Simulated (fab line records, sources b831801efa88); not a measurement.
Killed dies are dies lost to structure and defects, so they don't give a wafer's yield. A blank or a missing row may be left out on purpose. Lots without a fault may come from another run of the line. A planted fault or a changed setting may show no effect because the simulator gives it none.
Which tool did it? | flow sky130 | 6 lots, 18 wafers sampled, at 1 step of a route of 708

WHAT THE GAUGES READ, wafer by wafer
SKY_METAL2_OVL_MEAS_16.
lot  | measured     | on         | METAL2_OVL (nm)
L216 | day 35 07:10 | overlay-01 | 1 0 11
L219 | day 36 17:07 | overlay-01 | -3 6 4
L221 | day 37 01:20 | overlay-01 | -2 -7 -4
L231 | day 40 04:40 | overlay-02 | 11 4 7
L237 | day 42 10:53 | overlay-01 | 3 5 -2
L235 | day 42 15:59 | overlay-02 | 0 2 -1

WHICH TOOL RAN EACH LOT (tool, then ch and the chambers of the sampled wafers, then the start)
The record holds no process step before these readings.

THE ANSWER, worked out from the rows above alone
Rule: what is usual is taken from the lots themselves. Put in order of their means at a reading, lots are off if they are a third of the lots or fewer, leave a main group of 4 or more, and stand apart from it by a gap of 3 or more times the standard deviation of the main group's means; of several such gaps the widest counts. A main group whose means are all the same, to the digits that the tables above print for the reading, isn't used. A lot without any number at a reading at which 4 lots or more have one is off too. The other lots that the step has rows for count as sound.
No lot is off at any reading shown: from this, nothing can be told.

WHAT THE SIMULATOR HAD PUT IN
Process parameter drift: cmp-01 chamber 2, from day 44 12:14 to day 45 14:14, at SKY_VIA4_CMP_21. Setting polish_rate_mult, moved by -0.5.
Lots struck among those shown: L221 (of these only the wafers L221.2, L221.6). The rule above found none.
